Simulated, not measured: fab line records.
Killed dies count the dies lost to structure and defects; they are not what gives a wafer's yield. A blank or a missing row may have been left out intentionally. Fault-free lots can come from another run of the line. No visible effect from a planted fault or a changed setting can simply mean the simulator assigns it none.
Struck lot and sound lot, side by side -- flow sky130 -- 13 out of 708 route steps
Sound: wafers L574.2, L574.3, L574.4. The struck wafers were L582.2, L582.3, L582.5. The cause is given at the end.
Order at every step that has rows: each side's tool, ch and its chambers, its first start. Under that, the readings that differ: sound wafers -- struck wafers -- difference of the means -- sigmas: that difference in standard deviations of wafers without a fault.
alike: words and numbers the same on both sides, and readings whose means are apart by under 2 such deviations; not compared: readings that were withheld, readings missing a value for some wafer, numbers with overlapping values and no deviation given by the record, and bounds like >300 which may hide the same value.
The two part at a step that has a row with sigmas, a row that says differs or no value, or rows on one side only. When numbers do not overlap yet have no deviation, they are printed without sigmas and do not part them. A reading missing from all wafers of one side parts the sides only when that side holds two or more wafers.

SKY_VIA3_CD_MEAS_12 targets a cd of 200 nm.
  sound: cd sem-01 at day 40 04:55; struck: cd sem-01 at day 42 23:43
  alike: cd nm
SKY_VIA3_OVL_MEAS_13:
  sound: overlay-01 at day 40 05:01; struck: overlay-02 at day 42 23:49
  alike: VIA3_OVL
SKY_VIA3_ETCH_14: etches BARC in N2/H2, stops on SiO2, time 45.9 s, target depth 60 nm.
  sound on rie diel-01 ch 0,1,2, day 40 05:03; struck on rie diel-02 ch 0,3, day 42 23:51
  alike: drypump motor current A, oes product au, throttle valve pct
  not compared: rf hours counter h
SKY_VIA3_ETCH_15: etches SiO2 in C4F8/O2/Ar, stops on TiN, target depth 507 nm, time 78 s.
  sound on rie diel-01 ch 0,1,2, day 40 05:05; struck on rie diel-02 ch 0,3, day 42 23:53
  alike: oes product au
  not compared: rf hours counter h
SKY_VIA3_STRIP_16: strips in O2/N2.
  sound on plasma asher-01 ch 0,1, day 40 05:09; struck on plasma asher-03 ch 0,1, day 42 23:57
  alike: drypump motor current A, oes product au, strip time to endpoint s
  not compared: rf hours counter h
then, 3 steps without rows for these wafers: SKY_VIA3_STRIP_17 (strips in post etch residue remover, time 1200 s); SKY_VIA3_CLEAN_18 (cleans in IPA, time 180 s); SKY_VIA3_CLEAN_19 (cleans in O3/DIW).
SKY_VIA3_SPUTTER_20: material TiN, target thk 20 nm, time 80 s.
  sound: pvd sputter-04 at day 40 06:14; struck: pvd sputter-01 at day 43 01:04
reading,sound,struck,difference,sigmas
throttle valve pct (%),29.3 28.9 27.3,31.0 30.8 31.1,+2.5,+2
SKY_VIA3_CVD_21: deposits W, target thk 390 nm, time 117.31 s.
  sound on cvd w-02 ch 0,1, day 40 06:18; struck on cvd w-02 ch 0,1, day 43 01:07
  alike: heater power w
  not compared: since wet clean h
SKY_VIA3_RS_MEAS_22: the measuring method here is four-point-probe.
  sound: film metro-01 at day 40 06:26; struck: film metro-01 at day 43 01:16
  alike: VIA3_W_RS
SKY_VIA3_THK_MEAS_23: measures by xrf.
  sound: film metro-01 at day 40 06:33; struck: film metro-01 at day 43 01:22
  alike: VIA3_W_THK
SKY_VIA3_CMP_24: polishes, stops on SiO2, t overpolish 20 s, target thk 0 nm.
  sound on cmp-02 ch 0,1,3, day 40 06:39; struck on cmp-02 ch 1,2,3, day 43 01:28
reading,sound,struck,difference,sigmas
overpolish run s (s),20.000 19.995 20.004,0.047 0.037 0.039,-19.959,-99 or more
time to endpoint s (s),95 100 96,148 147 151,+52,+11
  alike: motor current A

WHERE THEY PART
Last at SKY_VIA3_CMP_24 as far as this record goes, first at SKY_VIA3_SPUTTER_20.

WHY: what had been put in by the simulator
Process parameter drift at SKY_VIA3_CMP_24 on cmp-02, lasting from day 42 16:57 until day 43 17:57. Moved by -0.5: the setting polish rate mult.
